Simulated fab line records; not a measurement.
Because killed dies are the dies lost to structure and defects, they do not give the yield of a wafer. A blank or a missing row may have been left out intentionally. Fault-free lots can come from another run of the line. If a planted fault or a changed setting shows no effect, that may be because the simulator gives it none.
fab line records | flow sky130
record: lots: 12 wafers: 36 last_day: 50
route steps=708 shown VIA1@459 METAL2@485 PAD_OPEN@708
lots untouched by any fault: they come from a run of this same line in which no faults occurred
start_h: start of the lot's first displayed wafer, in hours after the record's first day | wait_h: hours from the lot's prior step to this one | " unchanged from the row above | L1.1+2: one row covering several wafers at once | - no value, or no start was given | * or withheld: withheld | < > ~ a bound
route shown NAME@n: names a module that has steps shown in the file, with the first one's number in the route | usual: mean/standard deviation of fault-free wafers | same: alike in all rows | chamber/n: place in a boat | sites: per-site readings | _std_site: their standard deviation | _edge_site: the outer-site mean with the inner-site mean subtracted | radius_mm: how far each site lies from the wafer's centre | mask NAME#n: copy n | behind: the most recent tool/chamber to have shaped the wafer | hold: what put the lot on hold/how long, in hours/how the hold closed | device: names the non-switching transistor (n, p or np) | end of line: the tests these same wafers got at the end of their route | a step with no rows: only its recipe | killed: dies lost to structure and defects at the first sort, not the wafer's yield | map: the dies of a wafer, with x for killed, . for not killed, _ for no die there
set.NAME: the setting the step ran with; set.NAME@STEP: the setting that earlier step ran with | model.NAME: the simulator's own value behind a step, which no gauge read
route steps across a sampled set of lots; one table per step, one row per wafer
services: a tool's chamber out of use, with start hour (start_h, from the record's first day; less than 0 if before it), hours out, and reason
== steps ==
step: SKY_VIA1_THK_MEAS_01
recipe: reads: SiO2_of_VIA1_HDPCVD_00
usual: VIA1_HDPCVD_THK: 1030/11
columns lot.wafer tool chamber start_h wait_h VIA1_HDPCVD_THK[nm]
L570.1 film_metro-03 - 775.49 0.1 1033
L570.2 " - " " 1043
L570.6 " - " " 1038
L571.1 film_metro-04 - 784.88 0.1 1025
L571.3 " - " " 1034
L571.4 " - " " 1030
L573.4 film_metro-04 - 803.21 0.0 1023
L573.5 " - " " 1059
L573.6 " - " " 1045
L574.1 film_metro-04 - 816.87 0.1 1035
L574.3 " - " " 1041
L574.6 " - " " 1037
L575.2 film_metro-03 - 817.23 0.1 1018
L575.5 " - " " 1031
L575.6 " - " " 1022
L576.2 film_metro-04 - 818.77 0.1 1052
L576.3 " - " " 1033
L576.4 " - " " 1056
L585.2 film_metro-03 - 892.87 0.1 1019
L585.4 " - " " 1023
L585.6 " - " " 1035
L587.1 film_metro-03 - 906.36 0.1 1017
L587.5 " - " " 1024
L587.6 " - " " 1024
L588.4 film_metro-04 - 914.48 0.0 1016
L588.5 " - " " 1023
L588.6 " - " " 1016
L590.2 film_metro-03 - 930.50 0.1 1035
L590.3 " - " " 1017
L590.6 " - " " 1044
L591.2 film_metro-03 - 936.12 0.1 1027
L591.4 " - " " 1009
L591.6 " - " " 1018
L592.1 film_metro-03 - 936.78 0.1 1044
L592.2 " - " " 1033
L592.6 " - " " 1033
step: SKY_VIA1_ETCH_14
recipe: chemistry: N2/H2 target: BARC ion_energy_ev: 205.7 source_w: 500 bias_w: 100 pressure_mtorr: 30 n2_flow_sccm: 100 h2_flow_sccm: 200 stop_on: SiO2 time_s: 45.9 target_depth_a: 600
usual: drypump_motor_current_A: 5.9/0.47 oes_product_au: 0.855/0.0045 rf_fwd_power_W: 495.5/2.1 throttle_valve_pct: 13.225/0.0087
same: time_s: 45.9
columns lot.wafer tool chamber start_h wait_h drypump_motor_current_A oes_product_au rf_fwd_power_W rf_hours_counter_h throttle_valve_pct
L570.1 rie_diel-04 3 802.83 0.0 6.0 0.857 497.2 11 13.215
L570.2 " 0 " " 6.1 0.859 498.8 0 13.224
L570.6 " 3 " " 6.0 0.849 497.4 - 13.229
L571.1 rie_diel-04 1 811.94 0.0 6.0 0.859 497.6 19 13.216
L571.3 " 0 " " 6.1 0.853 498.1 1 13.220
L571.4 " 0 " " 6.1 0.854 498.8 - 13.215
L573.4 rie_diel-01 2 830.02 0.0 5.0 0.859 496.8 26 13.231
L573.5 " 3 " " 6.4 0.856 497.5 - 13.236
L573.6 " 0 " " 5.9 0.851 495.9 - 13.222
L574.1 rie_diel-01 2 843.23 0.0 5.0 0.853 415.5 26 13.217
L574.3 " 3 " " 6.3 0.854 415.6 23 13.219
L574.6 " 3 " " 6.3 0.847 417.5 - 13.223
L575.2 rie_diel-01 0 844.18 0.0 5.9 0.854 416.3 5 13.228
L575.5 " 1 " " 5.4 0.848 415.8 - 13.217
L575.6 " 2 " " 5.0 0.856 414.2 - 13.231
L576.2 rie_diel-01 0 846.03 0.0 5.8 0.858 416.8 5 13.227
L576.3 " 3 " " 6.3 0.853 416.0 23 13.217
L576.4 " 2 " " 5.0 0.856 413.3 26 13.223
L585.2 rie_diel-03 1 918.67 0.0 6.1 0.864 495.2 12 13.234
L585.4 " 3 " " 6.7 0.862 490.2 6 13.222
L585.6 " 1 " " 6.1 0.852 494.7 - 13.226
L587.1 rie_diel-01 3 931.69 0.0 6.3 0.865 495.4 26 13.225
L587.5 " 1 " " 5.4 0.857 496.0 - 13.210
L587.6 " 3 " " 6.4 0.860 495.6 - 13.224
L588.4 rie_diel-01 0 939.94 0.0 5.9 0.853 498.8 7 13.231
L588.5 " 3 " " 6.4 0.854 497.3 - 13.232
L588.6 " 2 " " 5.0 0.858 494.0 - 13.238
L590.2 rie_diel-03 3 956.52 0.0 6.6 0.857 491.9 6 13.227
L590.3 " 1 " " 6.1 0.853 491.9 13 13.236
L590.6 " 3 " " 6.6 0.848 490.0 - 13.222
L591.2 rie_diel-04 1 961.38 0.0 6.0 0.859 497.4 23 13.234
L591.4 " 3 " " 6.0 0.857 496.3 15 13.238
L591.6 " 2 " " 5.8 0.858 495.0 - 13.241
L592.1 rie_diel-01 3 962.57 0.0 6.3 0.854 494.6 27 13.206
L592.2 " 2 " " 5.0 0.860 494.9 1 13.219
L592.6 " 0 " " 5.9 0.856 496.1 - 13.236
step: SKY_METAL2_SPUTTER_02
recipe: material: AlCu target_thk_nm: 250 power_w: 10600 time_s: 13.3 chamber_pressure_pa: 0.4
usual: chamber_pressure_pa: 0.4000/0.00081 throttle_valve_pct: 29.6/0.71
same: time_s: 13.3
columns lot.wafer tool chamber start_h wait_h chamber_pressure_pa throttle_valve_pct
L570.1 pvd_sputter-04 - 804.27 0.0 0.3979 28.5
L570.2 " - " " 0.4003 29.7
L570.6 " - " " 0.3996 29.6
L571.1 pvd_sputter-03 - 813.30 0.0 0.4000 30.7
L571.3 " - " " 0.4011 30.6
L571.4 " - " " 0.4012 29.2
L573.4 pvd_sputter-04 - 831.39 0.0 0.4008 29.6
L573.5 " - " " 0.3999 29.1
L573.6 " - " " 0.4001 29.5
L574.1 pvd_sputter-03 - 844.68 0.0 0.3987 29.2
L574.3 " - " " 0.4009 30.3
L574.6 " - " " 0.3994 30.7
L575.2 pvd_sputter-03 - 845.55 0.0 0.3993 30.3
L575.5 " - " " 0.4000 30.6
L575.6 " - " " 0.4007 30.6
L576.2 pvd_sputter-04 - 847.40 0.0 0.3985 29.4
L576.3 " - " " 0.4008 29.4
L576.4 " - " " 0.3994 29.0
L585.2 pvd_sputter-04 - 920.04 0.0 0.4007 29.6
L585.4 " - " " 0.4005 29.5
L585.6 " - " " 0.3999 28.5
L587.1 pvd_sputter-04 - 933.05 0.0 0.3998 29.3
L587.5 " - " " 0.4001 28.5
L587.6 " - " " 0.3997 29.5
L588.4 pvd_sputter-02 - 941.35 0.0 0.4001 29.1
L588.5 " - " " 0.4006 30.5
L588.6 " - " " 0.3994 30.2
L590.2 pvd_sputter-03 - 957.90 0.0 0.3999 30.4
L590.3 " - " " 0.3994 29.5
L590.6 " - " " 0.4006 30.6
L591.2 pvd_sputter-04 - 962.89 0.0 0.3994 29.5
L591.4 " - " " 0.4015 29.5
L591.6 " - " " 0.4015 28.6
L592.1 pvd_sputter-04 - 964.03 0.0 0.3991 29.6
L592.2 " - " " 0.4014 29.6
L592.6 " - " " 0.4007 29.5
step: SKY_METAL2_RS_MEAS_05
recipe: thk_meas_gauge: four-point-probe reads: TiN_of_METAL2_SPUTTER_04+Ti_of_METAL2_SPUTTER_03+AlCu_of_METAL2_SPUTTER_02+TiN_of_METAL2_SPUTTER_01+Ti_of_METAL2_SPUTTER_00
usual: METAL2_ALCU_RS: 0.1268/0.0014
columns lot.wafer tool chamber start_h wait_h METAL2_ALCU_RS[ohm/sq]
L570.1 film_metro-03 - 804.36 0.0 0.1282
L570.2 " - " " 0.1295
L570.6 " - " " 0.1299
L571.1 film_metro-03 - 813.39 0.0 0.1271
L571.3 " - " " 0.1255
L571.4 " - " " 0.1266
L573.4 film_metro-02 - 831.54 0.1 0.1269
L573.5 " - " " 0.1262
L573.6 " - " " 0.1266
L574.1 film_metro-03 - 844.77 0.0 0.1275
L574.3 " - " " 0.1250
L574.6 " - " " 0.1253
L575.2 film_metro-04 - 845.66 0.0 0.1265
L575.5 " - " " 0.1262
L575.6 " - " " 0.1258
L576.2 film_metro-03 - 847.51 0.0 0.1259
L576.3 " - " " 0.1277
L576.4 " - " " 0.1265
L585.2 film_metro-04 - 920.15 0.0 0.1292
L585.4 " - " " 0.1303
L585.6 " - " " 0.1304
L587.1 film_metro-02 - 933.14 0.0 0.1272
L587.5 " - " " 0.1278
L587.6 " - " " 0.1269
L588.4 film_metro-02 - 941.50 0.1 0.1261
L588.5 " - " " 0.1276
L588.6 " - " " 0.1275
L590.2 film_metro-04 - 958.02 0.0 0.1270
L590.3 " - " " 0.1277
L590.6 " - " " 0.1266
L591.2 film_metro-02 - 963.00 0.0 0.1265
L591.4 " - " " 0.1274
L591.6 " - " " 0.1283
L592.1 film_metro-04 - 964.12 0.0 0.1268
L592.2 " - " " 0.1274
L592.6 " - " " 0.1269
step: SKY_PAD_OPEN_PROBE_99
usual: defect_limited_yield: 82.3/2.1 killed_at_M0_to_M3: 44/7.3 killed_at_M4_up: 3.3/1.8 killed_at_contacts: 24/5.3 killed_at_front_end: 16/5 killed_at_other: 0.2/0.51 killed_dies: 87/10 killed_open: 47/7.5 killed_short: 40/6.3 sort_bin_3_pad_short: 0.9/0.41 sort_bin_5_function: 10.5/1.6 sort_bin_6_memory: 6.3/1.2 sort_n_pass: 405/10 sort_yield_pct: 82.3/2.1
same: gross_dies: 492 killed_at_back_side: 0 sort_bin_4_leakage[%]: 0 sort_bin_8_speed[%]: 0
columns lot.wafer tool chamber start_h wait_h defect_limited_yield[%] killed_at_M0_to_M3 killed_at_M4_up killed_at_contacts killed_at_front_end killed_at_other killed_dies killed_open killed_short sort_bin_3_pad_short[%] sort_bin_5_function[%] sort_bin_6_memory[%] sort_n_pass sort_yield_pct[%]
L574.1 prober-01 - 1119.35 0.1 83.9 40 2 23 14 0 79 47 32 0.6 9.6 5.9 413 83.9
L574.3 prober-01 - 1119.45 0.2 81.9 35 2 24 28 0 89 47 39 0.8 11.0 6.3 403 81.9
L574.6 prober-01 - 1119.60 0.2 83.9 35 3 26 14 1 79 32 47 0.8 8.3 6.9 413 83.9
L575.2 prober-01 - 1121.34 0.1 82.7 41 4 28 11 1 85 47 38 0.6 12.0 4.7 407 82.7
L575.5 prober-01 - 1121.49 0.2 83.5 40 3 21 17 0 81 44 37 0.6 10.8 5.1 411 83.5
L575.6 prober-01 - 1121.54 0.2 84.6 33 3 22 18 0 76 44 32 0.8 9.8 4.9 416 84.6
L587.1 prober-02 - 1182.26 0.1 81.9 44 3 23 19 0 89 52 35 0.4 12.4 5.3 403 81.9
L587.5 prober-02 - 1182.46 0.2 82.3 45 5 22 15 0 87 56 31 0.6 11.4 5.7 405 82.3
L587.6 prober-02 - 1182.51 0.2 84.3 42 1 25 9 0 77 45 32 1.6 8.1 5.9 415 84.3
L588.4 prober-01 - 1189.93 0.2 85.0 37 0 24 12 1 74 44 30 1.4 7.9 5.7 418 85.0
L588.5 prober-01 - 1189.98 0.2 82.9 39 2 26 16 1 84 44 40 0.6 10.8 5.7 408 82.9
L588.6 prober-01 - 1190.03 0.2 78.9 52 4 30 18 0 104 59 45 0.8 13.4 6.9 388 78.9
L590.2 prober-01 - 1199.94 0.1 81.7 52 0 20 18 0 90 41 49 1.4 9.6 7.3 402 81.7
L590.3 prober-01 - 1199.99 0.2 83.1 49 4 16 14 0 83 48 35 1.2 8.5 7.1 409 83.1
L590.6 prober-01 - 1200.14 0.2 85.6 39 1 25 5 1 71 35 36 0.2 8.3 5.9 421 85.6
L592.1 prober-01 - 1202.75 0.1 83.5 50 6 18 7 0 81 51 30 0.8 11.0 4.7 411 83.5
L592.2 prober-01 - 1202.80 0.1 83.9 43 3 25 8 0 79 41 38 0.6 8.5 6.9 413 83.9
L592.6 prober-01 - 1203.00 0.2 82.3 42 3 30 12 0 87 44 43 0.8 10.6 6.3 405 82.3
killed by level:class
L574.1 VIA1:geometric_particle:open=11 CONTACT:geometric_particle:open=10 LI_CONTACT:geometric_particle:open=6 VIA3:geometric_particle:open=6 VIA2:geometric_particle:open=5 FIELD_ISO:geometric_particle:short=4 POLY_GATE:geometric_particle:short=4 LI_CONTACT:geometric_particle:short=4
L574.3 VIA1:geometric_particle:open=9 POLY_GATE:geometric_particle:open=7 VIA3:geometric_particle:open=7 CONTACT:geometric_particle:open=7 METAL1:geometric_particle:short=7 CONTACT:geometric_particle:short=6 LI_CONTACT:geometric_particle:open=5 METAL2:geometric_particle:short=5
L574.6 LOCAL_INTERCONNECT:geometric_particle:short=8 VIA1:geometric_particle:short=8 LI_CONTACT:geometric_particle:open=7 VIA1:geometric_particle:open=6 FIELD_ISO:geometric_particle:short=5 CONTACT:geometric_particle:open=5 METAL2:geometric_particle:short=4 VIA2:geometric_particle:open=4
L575.2 CONTACT:geometric_particle:open=10 VIA2:geometric_particle:open=9 LOCAL_INTERCONNECT:geometric_particle:short=7 VIA3:geometric_particle:open=7 FIELD_ISO:geometric_particle:short=5 VIA1:geometric_particle:open=5 METAL1:geometric_particle:short=4 LI_CONTACT:geometric_particle:short=4
L575.5 VIA1:geometric_particle:open=10 CONTACT:geometric_particle:open=7 VIA3:geometric_particle:open=7 FIELD_ISO:geometric_particle:short=5 VIA2:geometric_particle:open=5 FIELD_ISO:geometric_particle:open=4 LI_CONTACT:geometric_particle:open=4 LOCAL_INTERCONNECT:geometric_particle:short=4
L575.6 CONTACT:geometric_particle:open=9 VIA1:geometric_particle:open=6 FIELD_ISO:geometric_particle:open=5 VIA3:geometric_particle:open=5 LI_CONTACT:geometric_particle:open=4 LOCAL_INTERCONNECT:geometric_particle:short=4 CONTACT:geometric_particle:short=4 METAL2:geometric_particle:short=4
L587.1 VIA1:geometric_particle:open=12 FIELD_ISO:geometric_particle:open=9 CONTACT:geometric_particle:open=8 LI_CONTACT:geometric_particle:open=7 VIA3:geometric_particle:open=7 VIA2:geometric_particle:open=6 VIA1:geometric_particle:short=5 METAL1:geometric_particle:short=5
L587.5 VIA1:geometric_particle:open=12 METAL1:geometric_particle:short=7 VIA2:geometric_particle:open=7 LOCAL_INTERCONNECT:geometric_particle:short=6 CONTACT:geometric_particle:open=6 VIA3:geometric_particle:open=6 FIELD_ISO:geometric_particle:open=5 POLY_GATE:geometric_particle:open=5
L587.6 VIA1:geometric_particle:open=13 CONTACT:geometric_particle:open=8 VIA3:geometric_particle:open=7 LI_CONTACT:geometric_particle:open=6 METAL1:geometric_particle:short=6 CONTACT:geometric_particle:short=5 VIA2:geometric_particle:open=5 LOCAL_INTERCONNECT:geometric_particle:short=4
L588.4 VIA1:geometric_particle:open=11 CONTACT:geometric_particle:open=10 LI_CONTACT:geometric_particle:open=8 VIA3:geometric_particle:open=6 VIA1:geometric_particle:short=5 POLY_GATE:geometric_particle:short=4 SPACER:geometric_particle:short=4 CONTACT:geometric_particle:short=4
L588.5 VIA1:geometric_particle:open=8 LI_CONTACT:geometric_particle:open=7 CONTACT:geometric_particle:open=7 METAL1:geometric_particle:short=6 METAL2:geometric_particle:short=6 VIA2:geometric_particle:open=6 POLY_GATE:geometric_particle:open=5 VIA3:geometric_particle:open=5
L588.6 VIA1:geometric_particle:open=17 LI_CONTACT:geometric_particle:open=9 VIA3:geometric_particle:open=8 CONTACT:geometric_particle:open=8 CONTACT:geometric_particle:short=7 METAL1:geometric_particle:short=7 POLY_GATE:geometric_particle:open=6 METAL2:geometric_particle:short=5
L590.2 METAL1:geometric_particle:short=11 VIA1:geometric_particle:open=9 METAL2:geometric_particle:short=8 LI_CONTACT:geometric_particle:open=7 VIA3:geometric_particle:open=7 FIELD_ISO:geometric_particle:short=5 VIA3:geometric_particle:short=5 POLY_GATE:geometric_particle:open=4
L590.3 VIA3:geometric_particle:open=10 CONTACT:geometric_particle:open=8 VIA1:geometric_particle:open=8 METAL1:geometric_particle:short=7 VIA2:geometric_particle:open=6 VIA1:geometric_particle:short=5 POLY_GATE:geometric_particle:short=4 POLY_GATE:geometric_particle:open=4
L590.6 LI_CONTACT:geometric_particle:open=8 VIA1:geometric_particle:open=8 CONTACT:geometric_particle:short=6 METAL1:geometric_particle:short=6 VIA3:geometric_particle:open=6 VIA3:geometric_particle:short=5 LOCAL_INTERCONNECT:geometric_particle:short=4 CONTACT:geometric_particle:open=4
L592.1 VIA3:geometric_particle:open=14 VIA1:geometric_particle:open=10 CONTACT:geometric_particle:open=9 METAL1:geometric_particle:short=7 LI_CONTACT:geometric_particle:open=5 VIA2:geometric_particle:open=5 METAL4:geometric_particle:short=4 VIA3:geometric_particle:short=4
L592.2 VIA1:geometric_particle:open=11 METAL1:geometric_particle:short=8 VIA2:geometric_particle:open=8 LOCAL_INTERCONNECT:geometric_particle:short=8 LI_CONTACT:geometric_particle:open=7 CONTACT:geometric_particle:open=6 VIA3:geometric_particle:open=5 POLY_GATE:geometric_particle:short=4
L592.6 VIA1:geometric_particle:open=9 LI_CONTACT:geometric_particle:open=8 METAL1:geometric_particle:short=8 CONTACT:geometric_particle:open=6 METAL2:geometric_particle:short=6 LOCAL_INTERCONNECT:geometric_particle:short=5 VIA2:geometric_particle:open=5 LI_CONTACT:geometric_particle:short=4
== services ==
columns tool chamber start_h hours kind
pvd_sputter-02 - 794.50 20.5 repair
rie_diel-04 2 797.30 - clean
rie_diel-04 2 797.30 21.8 scheduled_down
rie_diel-04 2 797.30 21.8 vent_cycle
rie_diel-01 1 799.10 2.4 repair
rie_diel-04 0 828.41 6.8 repair
pvd_sputter-02 - 831.49 20.7 repair
rie_diel-03 1 840.54 5.0 repair
rie_diel-04 - 842.36 15.6 pm
rie_diel-01 0 873.29 3.9 repair
rie_diel-04 2 877.99 6.4 repair
pvd_sputter-02 - 885.51 20.8 repair
pvd_sputter-03 - 907.85 36.5 repair
rie_diel-01 2 911.93 - clean
rie_diel-01 2 911.93 - consumable_replace:showerhead
rie_diel-01 2 911.93 21.3 scheduled_down
rie_diel-01 2 911.93 21.3 vent_cycle
rie_diel-01 - 912.95 0.8 repair
rie_diel-03 3 936.06 7.0 repair
rie_diel-03 1 940.08 5.1 repair
rie_diel-01 2 952.14 4.3 repair
rie_diel-03 0 955.09 2.4 repair
rie_diel-03 - 959.11 0.3 repair
== key ==
first_sign: step: SKY_VIA1_ETCH_14 reading: rf_fwd_power_W direction: down sigmas: 39 usual: 495.5 struck: 415.7
effect none on later readings
met_at SKY_VIA1_ETCH_14
struck_lots L574,L575,L576
not_acting_at SKY_VIA1_THK_MEAS_01,SKY_METAL2_SPUTTER_02,SKY_METAL2_RS_MEAS_05
onset_between 830.02 843.23
fault: kind: process_parameter_drift tool: rie_diel-01 chamber: - onset_h: 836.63 steps: SKY_VIA1_ETCH_14 channel: source_w offset: -80 shape: step end_h: 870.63 acts_in: these_recipes_only stated: 500
